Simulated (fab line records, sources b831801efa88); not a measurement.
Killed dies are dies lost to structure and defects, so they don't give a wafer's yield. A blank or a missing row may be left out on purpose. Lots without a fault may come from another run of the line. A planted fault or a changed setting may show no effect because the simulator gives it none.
fab line records | flow sfq_line
record lots=6 wafers=18 last_day=91
route steps=325 shown I2@107 M3@118 I3@133 M4@148 M8@325
lots that met no fault: from a run of the same line without faults
start_h: hours from the record's first day to the start of the lot's first wafer shown | wait_h: hours since the lot's step before | " the same as in the row above | L1.1+2: a row that stands for several wafers | - no value, or no start given | * or withheld: withheld | < > ~ a bound
route shown NAME@n: a module of which the file shows steps, and the number in the route of the first | usual: mean/standard deviation of fault-free wafers | same: alike in all rows | chamber/n: place in a boat | sites: the reading at each site | _std_site: their standard deviation | _edge_site: outer sites' mean less inner sites' | radius_mm: how far each site lies from the wafer's centre | mask NAME#n: copy n | behind: the tool/chamber that last shaped the wafer | hold: why the lot was held/for how many hours/how that ended | device: the transistor (n, p or np) that didn't switch | end of line: the same wafers' tests at the end of the route | a step without rows: its recipe alone | killed: dies lost to structure and defects at the first sort, not the wafer's yield | map: a wafer's dies, x killed, . not, _ none there
set.NAME: the setting as run; set.NAME@STEP: as run at that earlier step | model.NAME: the simulator's own value behind a step, which no gauge read
lots at some steps of the route; a table a step, a row a wafer
services: from which hour (start_h, from the record's first day; less than 0 if before it) a tool's chamber was out of use, for how many hours, and why
## steps
# step SFQ_TRILAYER_I2_VIA_LITHO_COAT_072
# recipe resist=BARC spin_rpm=3000 resist_thk_nm=62
# step SFQ_TRILAYER_I2_VIA_LITHO_COAT_067
# recipe resist=KrF spin_rpm=3000 resist_thk_nm=650
# step SFQ_TRILAYER_I2_VIA_LITHO_SOFTBAKE_071
# recipe temp_c=withheld time_s=withheld resist=KrF
# step SFQ_TRILAYER_I2_VIA_LITHO_EXPOSE_068
# recipe mask_id=I2 na=0.6 source_shape=conventional sigma_outer=0.65 target_cd_nm=500 dose_mj=21.3
# step SFQ_TRILAYER_I2_VIA_LITHO_PEB_070
# recipe peb_temp_c=115 peb_time_s=60 resist=KrF
# step SFQ_TRILAYER_I2_VIA_LITHO_DEVELOP_069
# recipe time_s=60 resist=KrF
# step SFQ_I2_OVL_MEAS_918
# usual I2_OVL=-2/5.1
# columns lot.wafer tool chamber start_h wait_h I2_OVL[nm]
L906.1 overlay-01 - 965.48 0.1 4
L906.2 " - " " -1
L906.3 " - " " -3
L914.1 overlay-02 - 1044.28 0.1 -3
L914.2 " - " " -2
L914.6 " - " " 2
L915.1 overlay-02 - 1051.48 0.1 0
L915.2 " - " " 3
L915.4 " - " " 1
L922.1 overlay-02 - 1153.61 0.1 -5
L922.2 " - " " -4
L922.3 " - " " -7
L923.2 overlay-02 - 1180.28 0.1 0
L923.3 " - " " -8
L923.4 " - " " -4
L927.1 overlay-01 - 1215.30 0.1 -4
L927.3 " - " " -2
L927.6 " - " " -10
# step SFQ_TRILAYER_I2_VIA_BARC_OPEN_VIA_ETCH_096
# recipe mask_material=PR chemistry=O2 target_depth_nm=125 target=BARC source_w=500 bias_w=80 pressure_mtorr=30 time_s=41.7
# step SFQ_TRILAYER_I2_VIA_ETCH_VIA_ETCH_070
# recipe target=SiO2 stop_on=Nb mask_material=PR taper_deg=20 chemistry=CHF3 target_depth_nm=260 source_w=500 bias_w=80 pressure_mtorr=30 time_s=withheld
# usual drypump_motor_current_A=5.7/0.41 oes_product_au=0.855/0.0052
# columns lot.wafer tool chamber start_h wait_h drypump_motor_current_A oes_product_au
L906.1 rie_diel-02 1 965.56 0.0 5.1 0.853
L906.2 " 3 " " 6.2 0.846
L906.3 " 2 " " 5.9 0.853
L914.1 rie_diel-04 3 1044.36 0.0 5.9 0.850
L914.2 " 1 " " 6.2 0.849
L914.6 " 2 " " 5.5 0.857
L915.1 rie_diel-04 3 1051.56 0.0 5.9 0.854
L915.2 " 1 " " 6.2 0.857
L915.4 " 1 " " 6.2 0.849
L922.1 rie_diel-02 3 1153.69 0.0 6.2 0.855
L922.2 " 0 " " 5.9 0.852
L922.3 " 1 " " 5.2 0.852
L923.2 rie_diel-02 1 1180.35 0.0 5.1 0.857
L923.3 " 0 " " 6.0 0.859
L923.4 " 2 " " 5.9 0.852
L927.1 rie_diel-04 0 1215.38 0.0 5.5 0.853
L927.3 " 2 " " 5.5 0.857
L927.6 " 2 " " 5.5 0.850
# step SFQ_TRILAYER_I2_VIA_STRIP_STRIP_071
# recipe gas=O2 power_w=200 platen_temp_c=40 overash_fraction=0.65 chemistry=O2 pressure_mtorr=50
# usual drypump_motor_current_A=6.3/0.33 he_backside_leak_sccm=3.43/0.27 oes_product_au=1.000/0.0075
# columns lot.wafer tool chamber start_h wait_h drypump_motor_current_A he_backside_leak_sccm oes_product_au rf_hours_counter_h
L906.1 rie_metal-03 1 965.67 - 6.0 3.49 0.993 105
L906.2 " 0 " " 6.3 3.46 0.995 119
L906.3 " 0 " " 6.3 3.43 0.995 -
L914.1 rie_metal-04 0 1044.47 - 6.5 3.74 0.998 72
L914.2 " 1 " " 6.7 3.29 0.987 75
L914.6 " 0 " " 6.5 3.57 1.006 -
L915.1 rie_metal-04 1 1051.67 - 6.6 3.24 0.999 76
L915.2 " 0 " " 6.5 3.69 1.004 73
L915.4 " 1 " " 6.6 3.37 1.000 -
L922.1 rie_metal-04 0 1153.80 - 6.5 3.99 1.002 86
L922.2 " 1 " " 6.6 3.42 1.006 89
L922.3 " 0 " " 6.5 3.75 1.010 -
L923.2 rie_metal-03 1 1180.47 - 6.1 3.25 1.004 4
L923.3 " 1 " " 6.1 3.09 1.005 -
L923.4 " 0 " " 6.4 3.05 0.999 -
L927.1 rie_metal-03 1 1215.49 - 6.0 3.27 1.012 9
L927.3 " 1 " " 6.1 2.99 1.011 -
L927.6 " 1 " " 6.0 3.20 1.002 -
# step SFQ_TRILAYER_I2_VIA_STRIP_SOLV_CLEAN_072
# recipe chemistry=NMP temp_c=70 time_s=600
# step SFQ_TRILAYER_M3_DEP_PRE_CLEAN_074
# recipe gas=Ar time_s=22.5 bias_v=250
# step SFQ_TRILAYER_M3_DEP_SPUTTER_073
# recipe material=Nb base_pressure_pa=1.33e-06 chamber_pressure_pa=0.1333 substrate_temp_c=20 resputter_cathode_voltage_v=400 target_thk_nm=200 power_w=2000 time_s=133.3
# usual cathode_dc_power_W=2000.0/0.35 chamber_pressure_pa=0.13329/0.00026 throttle_valve_pct=30.4/0.92
# columns lot.wafer tool chamber start_h wait_h cathode_dc_power_W chamber_pressure_pa throttle_valve_pct model.Nb_of_TRILAYER_M3_DEP_SPUTTER_073.thk_nm
L906.1 pvd_sputter-04 - 966.49 0.0 1999.9 0.13344 29.2 199.9
L906.2 " - " " 1999.6 0.13306 31.3 202.4
L906.3 " - " " 2000.2 0.13346 30.5 202.5
L914.1 pvd_sputter-04 - 1045.28 0.0 2000.1 0.13305 31.5 201.7
L914.2 " - " " 2000.7 0.13316 31.7 115.8
L914.6 " - " " 2000.4 0.13353 29.4 198.8
L915.1 pvd_sputter-04 - 1052.48 0.0 2000.3 0.13363 29.6 198.8
L915.2 " - " " 1999.6 0.13366 31.0 117.6
L915.4 " - " " 1999.6 0.13343 30.7 117.2
L922.1 pvd_sputter-06 - 1154.60 0.0 1999.3 0.13355 30.2 199.6
L922.2 " - " " 1999.6 0.13297 30.2 198.7
L922.3 " - " " 1999.5 0.13343 29.0 199.6
L923.2 pvd_sputter-03 - 1181.27 0.0 2000.2 0.13308 29.3 197.1
L923.3 " - " " 2000.1 0.13327 30.0 198.4
L923.4 " - " " 2000.4 0.13364 31.4 196.5
L927.1 pvd_sputter-06 - 1216.29 0.0 2000.2 0.13388 30.5 200.2
L927.3 " - " " 2000.3 0.13306 30.1 200.7
L927.6 " - " " 2000.1 0.13313 30.0 202.2
# step SFQ_M3_RS_MEAS_919
# recipe thk_meas_gauge=four-point-probe reads=Nb_of_TRILAYER_M3_DEP_SPUTTER_073
# usual M3_NB_RS=0.889/0.0073
# columns lot.wafer tool chamber start_h wait_h M3_NB_RS[ohm/sq]
L906.1 film_metro-03 - 966.58 0.0 0.890
L906.2 " - " " 0.879
L906.3 " - " " 0.876
L914.1 film_metro-01 - 1045.37 0.0 0.885
L914.2 " - " " 1.555
L914.6 " - " " 0.896
L915.1 film_metro-02 - 1052.57 0.0 0.892
L915.2 " - " " 1.522
L915.4 " - " " 1.527
L922.1 film_metro-01 - 1154.69 0.0 0.895
L922.2 " - " " 0.898
L922.3 " - " " 0.895
L923.2 film_metro-03 - 1181.38 0.1 0.901
L923.3 " - " " 0.896
L923.4 " - " " 0.906
L927.1 film_metro-01 - 1216.39 0.0 0.890
L927.3 " - " " 0.889
L927.6 " - " " 0.882
# step SFQ_TRILAYER_M3_LITHO_COAT_080
# recipe resist=BARC spin_rpm=3000 resist_thk_nm=62
# step SFQ_TRILAYER_M3_LITHO_COAT_075
# recipe resist=KrF spin_rpm=3000 resist_thk_nm=600
# step SFQ_TRILAYER_M3_LITHO_SOFTBAKE_079
# recipe temp_c=withheld time_s=withheld resist=KrF
# step SFQ_TRILAYER_M3_LITHO_EXPOSE_076
# recipe mask_id=M3 na=0.6 source_shape=conventional sigma_outer=0.65 target_cd_nm=500 dose_mj=14.4
# step SFQ_TRILAYER_M3_LITHO_PEB_078
# recipe peb_temp_c=115 peb_time_s=60 resist=KrF
# step SFQ_TRILAYER_M3_LITHO_DEVELOP_077
# recipe time_s=60 resist=KrF
# step SFQ_M3_OVL_MEAS_921
# usual M3_OVL=2/5.3
# columns lot.wafer tool chamber start_h wait_h M3_OVL[nm]
L906.1 overlay-02 - 1112.81 0.1 3
L906.2 " - " " 2
L906.3 " - " " 1
L914.1 overlay-01 - 1198.50 0.1 -4
L914.2 " - " " -5
L914.6 " - " " 1
L915.1 overlay-01 - 1203.30 0.1 1
L915.2 " - " " 8
L915.4 " - " " 9
L922.1 overlay-01 - 1294.50 0.1 -5
L922.2 " - " " -12
L922.3 " - " " -7
L923.2 overlay-02 - 1325.70 0.1 -3
L923.3 " - " " 5
L923.4 " - " " 4
L927.1 overlay-01 - 1353.30 0.1 6
L927.3 " - " " 7
L927.6 " - " " -6
# step SFQ_TRILAYER_M3_BARC_OPEN_METAL_ETCH_100
# recipe mask_material=PR chemistry=O2 target_depth_nm=125 target=BARC icp_w=600 bias_w=80 pressure_mtorr=10 time_s=41.7
# step SFQ_TRILAYER_M3_ETCH_METAL_ETCH_078
# recipe target=Nb stop_on=SiO2 mask_material=PR chemistry=Cl2/Ar target_depth_nm=240 icp_w=600 bias_w=80 pressure_mtorr=10 time_s=120
# usual drypump_motor_current_A=6.0/0.45 he_backside_leak_sccm=3.5/0.33 oes_product_au=0.894/0.0067
# columns lot.wafer tool chamber start_h wait_h drypump_motor_current_A he_backside_leak_sccm oes_product_au rf_hours_counter_h
L906.1 rie_metal-02 0 1112.91 0.0 6.1 3.4 0.896 7
L906.2 " 1 " " 5.6 3.3 0.899 85
L906.3 " 0 " " 6.1 3.4 0.899 -
L914.1 rie_metal-02 1 1198.60 0.0 5.5 3.3 0.900 96
L914.2 " 0 " " 6.1 3.4 0.681 18
L914.6 " 0 " " 6.1 3.5 0.888 -
L915.1 rie_metal-01 1 1203.40 0.0 5.6 3.7 0.883 22
L915.2 " 0 " " 5.4 3.5 0.684 94
L915.4 " 0 " " 5.3 3.5 0.676 -
L922.1 rie_metal-04 1 1294.59 0.0 6.6 3.4 0.896 107
L922.2 " 0 " " 6.5 3.6 0.893 108
L922.3 " 1 " " 6.6 3.7 0.891 -
L923.2 rie_metal-04 1 1325.79 0.0 6.6 3.3 0.888 112
L923.3 " 1 " " 6.6 3.2 0.880 -
L923.4 " 0 " " 6.5 3.5 0.881 -
L927.1 rie_metal-02 0 1353.39 0.0 6.1 3.5 0.893 41
L927.3 " 1 " " 5.6 3.5 0.890 -
L927.6 " 0 " " 6.0 3.4 0.897 -
# step SFQ_TRILAYER_M3_STRIP_STRIP_079
# recipe gas=O2 power_w=200 platen_temp_c=40 overash_fraction=0.65 chemistry=O2 pressure_mtorr=50
# step SFQ_TRILAYER_M3_STRIP_SOLV_CLEAN_080
# recipe chemistry=NMP temp_c=70 time_s=600
# step SFQ_TRILAYER_I3_DEP_PECVD_081
# recipe material=SiO2 temp_c=150 time_s=111.11 pressure_torr=2.4 rf_w=183.3 precursor=SiH4/N2O target_thk_nm=500
# step SFQ_TRILAYER_I3_CMP_CMP_082
# recipe material=SiO2 down_force_psi=3 platen_rpm=60 pad_velocity_m_s=0.94248
# usual motor_current_A=9.9/0.87 platen_rpm=60.00/0.036 time_to_endpoint_s=212/6.6
# columns lot.wafer tool chamber start_h wait_h motor_current_A platen_rpm time_to_endpoint_s
L906.3 cmp-01 0 1114.38 0.5 8.3 60.01 203
L906.1 " 1 " " 8.9 60.03 216
L906.2 " 2 " " 9.6 60.05 211
L914.2 cmp-01 0 1201.88 2.3 8.1 59.93 193
L914.1 " 1 " " 8.3 60.03 202
L914.6 " 0 1203.88 4.2 8.1 59.95 205
L915.1 cmp-01 2 1207.88 3.5 9.9 60.02 204
L915.4 " 3 " " 10.4 60.01 208
L915.2 " 0 " " 8.9 59.99 200
L922.2 cmp-02 2 1295.61 0.1 9.7 59.98 217
L922.3 " 3 " " 11.9 59.99 223
L922.1 " 1 1297.11 1.6 10.7 59.99 215
L923.4 cmp-02 0 1330.97 4.2 10.1 60.00 212
L923.3 " 1 " " 9.7 60.03 210
L923.2 " 3 1332.47 5.7 10.4 60.00 209
L927.3 cmp-02 0 1363.32 9.0 10.3 59.97 214
L927.1 " 2 1364.32 10.0 9.3 60.02 215
L927.6 " 0 1365.32 10.9 9.8 60.03 223
# step SFQ_I3_BOW_MEAS_922
# recipe mode=bow
# usual I3_BOW=4/8.5
# columns lot.wafer tool chamber start_h wait_h I3_BOW[um]
L906.1 film_metro-03 - 1116.88 1.5 3
L906.2 " - " " 7
L906.3 " - " " 1
L914.1 film_metro-04 - 1204.38 1.5 9
L914.2 " - " " -8
L914.6 " - " " 3
L915.1 film_metro-03 - 1210.38 2.0 -5
L915.2 " - " " 4
L915.4 " - " " 9
L922.1 film_metro-03 - 1298.61 1.0 -6
L922.2 " - " " -3
L922.3 " - " " 5
L923.2 film_metro-04 - 1333.99 1.0 21
L923.3 " - " " 0
L923.4 " - " " 0
L927.1 film_metro-03 - 1365.82 1.0 -3
L927.3 " - " " 4
L927.6 " - " " -11
# step SFQ_TRILAYER_I3_METRO_MEASURE_083
# step SFQ_TRILAYER_I3_VIA_LITHO_COAT_090
# recipe resist=BARC spin_rpm=3000 resist_thk_nm=62
# step SFQ_TRILAYER_I3_VIA_LITHO_COAT_085
# recipe resist=KrF spin_rpm=3000 resist_thk_nm=650
# step SFQ_TRILAYER_I3_VIA_LITHO_SOFTBAKE_089
# recipe temp_c=withheld time_s=withheld resist=KrF
# step SFQ_TRILAYER_I3_VIA_LITHO_EXPOSE_086
# recipe mask_id=I3 na=0.6 source_shape=conventional sigma_outer=0.65 target_cd_nm=500 dose_mj=21.3
# step SFQ_TRILAYER_I3_VIA_LITHO_PEB_088
# recipe peb_temp_c=115 peb_time_s=60 resist=KrF
# step SFQ_TRILAYER_I3_VIA_LITHO_DEVELOP_087
# recipe time_s=60 resist=KrF
# step SFQ_I3_OVL_MEAS_923
# usual I3_OVL=0/5.7
# columns lot.wafer tool chamber start_h wait_h I3_OVL[nm]
L906.1 overlay-02 - 1120.45 0.1 -6
L906.2 " - " " -8
L906.3 " - " " -4
L914.1 overlay-01 - 1207.95 0.1 -18
L914.2 " - " " -11
L914.6 " - " " -13
L915.1 overlay-02 - 1216.13 0.1 -6
L915.2 " - " " -7
L915.4 " - " " -8
L922.1 overlay-02 - 1302.31 0.1 1
L922.2 " - " " 1
L922.3 " - " " 3
L923.2 overlay-01 - 1337.67 0.1 1
L923.3 " - " " -9
L923.4 " - " " -5
L927.1 overlay-01 - 1489.70 0.1 10
L927.3 " - " " 5
L927.6 " - " " 5
# step SFQ_TRILAYER_I3_VIA_BARC_OPEN_VIA_ETCH_121
# recipe mask_material=PR chemistry=O2 target_depth_nm=125 target=BARC source_w=500 bias_w=80 pressure_mtorr=30 time_s=41.7
# step SFQ_TRILAYER_I3_VIA_ETCH_VIA_ETCH_088
# recipe target=SiO2 stop_on=Nb mask_material=PR taper_deg=20 chemistry=CHF3 target_depth_nm=260 source_w=500 bias_w=80 pressure_mtorr=30 time_s=withheld
# usual drypump_motor_current_A=5.6/0.43 oes_product_au=0.854/0.005
# columns lot.wafer tool chamber start_h wait_h drypump_motor_current_A oes_product_au
L906.1 rie_diel-02 2 1120.53 0.0 5.9 0.851
L906.2 " 1 " " 5.1 0.848
L906.3 " 0 " " 5.9 0.859
L914.1 rie_diel-03 2 1208.02 0.0 4.7 0.852
L914.2 " 0 " " 5.6 0.854
L914.6 " 2 " " 4.7 0.852
L915.1 rie_diel-01 3 1216.21 0.0 5.4 0.846
L915.2 " 1 " " 5.4 0.850
L915.4 " 0 " " 6.3 0.858
L922.1 rie_diel-03 2 1302.38 0.0 4.7 0.846
L922.2 " 1 " " 5.6 0.854
L922.3 " 3 " " 5.7 0.857
L923.2 rie_diel-01 3 1337.74 0.0 5.4 0.847
L923.3 " 2 " " 5.5 0.851
L923.4 " 1 " " 5.4 0.846
L927.1 rie_diel-03 0 1489.77 0.0 5.5 0.862
L927.3 " 3 " " 5.7 0.858
L927.6 " 1 " " 5.6 0.855
# step SFQ_TRILAYER_I3_VIA_STRIP_STRIP_089
# recipe gas=O2 power_w=200 platen_temp_c=40 overash_fraction=0.65 chemistry=O2 pressure_mtorr=50
# usual drypump_motor_current_A=5.7/0.3 he_backside_leak_sccm=3.45/0.27 oes_product_au=0.998/0.0091
# columns lot.wafer tool chamber start_h wait_h drypump_motor_current_A he_backside_leak_sccm oes_product_au rf_hours_counter_h
L906.1 rie_metal-01 0 1120.64 - 5.4 3.33 1.001 82
L906.2 " 1 " " 5.6 3.87 0.988 10
L906.3 " 0 " " 5.4 3.32 1.002 -
L914.1 rie_metal-01 1 1208.13 - 5.6 3.63 1.003 23
L914.2 " 0 " " 5.4 3.45 0.997 95
L914.6 " 0 " " 5.4 3.57 0.994 -
L915.1 rie_metal-01 1 1216.32 - 5.6 3.77 0.989 24
L915.2 " 0 " " 5.4 3.23 0.986 96
L915.4 " 1 " " 5.6 3.96 1.000 -
L922.1 rie_metal-01 0 1302.50 - 5.4 3.49 1.003 108
L922.2 " 1 " " 5.6 3.72 1.003 37
L922.3 " 1 " " 5.6 3.56 1.001 -
L923.2 rie_metal-02 0 1337.86 - 6.1 3.34 0.992 39
L923.3 " 0 " " 6.1 3.53 1.004 -
L923.4 " 1 " " 5.5 3.47 1.014 -
L927.1 rie_metal-02 1 1489.89 - 5.6 5.87 1.002 9
L927.3 " 0 " " 6.0 3.38 0.994 -
L927.6 " 0 " " 6.0 3.33 0.981 -
# step SFQ_TRILAYER_I3_VIA_STRIP_SOLV_CLEAN_090
# recipe chemistry=NMP temp_c=70 time_s=600
# step SFQ_TRILAYER_M4_DEP_PRE_CLEAN_092
# recipe gas=Ar time_s=22.5 bias_v=250
# step SFQ_M8_BOW_MEAS_951
# recipe mode=bow
# usual M8_BOW=9/9.5
# columns lot.wafer tool chamber start_h wait_h M8_BOW[um] model.etest.m3.ohm_um model.etest.i2.link_ohm model.etest.i3.link_ohm model.etest.m3.ohm_sq
L906.1 film_metro-04 - 1994.35 0.0 22 1.772 1.969 1.97 0.8906
L906.2 " - " " 26 1.758 1.959 1.962 0.8797
L906.3 " - " " 20 1.755 1.944 1.951 0.879
L914.1 film_metro-04 - 2133.40 0.0 21 1.769 1.963 1.952 0.8825
L914.2 " - " " 4 3.078 2.764 2.593 1.537
L914.6 " - " " 15 1.794 1.986 1.959 0.8955
L915.1 film_metro-04 - 2138.20 0.0 4 1.792 1.965 1.968 0.8953
L915.2 " - " " 13 3.031 2.709 2.597 1.514
L915.4 " - " " 17 3.045 2.713 2.593 1.518
L922.1 film_metro-01 - 2176.14 0.0 4 1.787 1.966 1.985 0.8919
L922.2 " - " " 9 1.786 1.978 1.993 0.8959
L922.3 " - " " 18 1.79 1.97 1.99 0.8918
L923.2 film_metro-01 - 2177.53 0.0 20 1.812 1.985 1.998 0.9034
L923.3 " - " " 0 1.794 1.98 1.993 0.8972
L923.4 " - " " -2 1.819 1.991 2.013 0.9061
L927.1 film_metro-02 - 2183.34 0.0 -4 1.778 1.964 1.959 0.8892
L927.3 " - " " 4 1.775 1.954 1.97 0.8873
L927.6 " - " " -11 1.755 1.942 1.963 0.8805
## services
# columns tool chamber start_h hours kind
rie_diel-03 3 964.66 13.7 repair
cmp-02 - 965.83 2.3 repair
cmp-01 - 971.03 1.0 repair
rie_diel-03 1 972.44 13.9 repair
rie_metal-04 - 975.71 0.4 repair
cmp-01 - 978.07 4.9 pm
rie_diel-02 1 1098.04 6.2 repair
rie_diel-02 3 1115.20 6.7 repair
rie_diel-02 - 1138.16 2.8 pm
rie_metal-01 - 1163.95 0.2 repair
rie_diel-02 3 1206.45 7.7 repair
rie_metal-02 1 1210.74 22.7 repair
rie_metal-04 - 1228.26 9.1 repair
rie_metal-04 1 1242.20 11.4 repair
rie_diel-02 3 1281.64 15.5 repair
rie_diel-02 - 1298.89 28.1 pm
rie_diel-02 1 1332.12 1.2 repair
rie_metal-01 - 1347.60 2.8 pm
rie_metal-02 1 1365.82 9.0 repair
rie_diel-02 - 1403.16 1.4 repair
rie_metal-02 - 1410.08 14.6 pm
rie_diel-02 2 1416.60 8.3 repair
rie_metal-04 - 1431.61 0.4 repair
rie_metal-02 1 1442.55 1.7 repair
## key
first_sign step=SFQ_M3_RS_MEAS_919 reading=M3_NB_RS direction=up sigmas=89 usual=0.889 struck=1.535
effect step=SFQ_TRILAYER_M3_ETCH_METAL_ETCH_078 reading=oes_product_au direction=down sigmas=32 usual=0.894 struck=0.680
model_effect step=SFQ_TRILAYER_M3_DEP_SPUTTER_073 value=Nb_of_TRILAYER_M3_DEP_SPUTTER_073.thk_nm without=201 struck=116.9
model_effect step=SFQ_M8_BOW_MEAS_951 value=etest.m3.ohm_um without=1.774 struck=3.051
met_at SFQ_TRILAYER_M3_DEP_SPUTTER_073
struck_wafers L914.2,L915.2,L915.4
onset_between 966.49 1045.28
fault kind=process_parameter_drift tool=pvd_sputter-04 chamber=- onset_h=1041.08 steps=SFQ_TRILAYER_M3_DEP_SPUTTER_073 channel=target_thk_nm offset=-84.123 shape=step end_h=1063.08 scope=struck_wafers_only acts_in=these_recipes_only stated=200
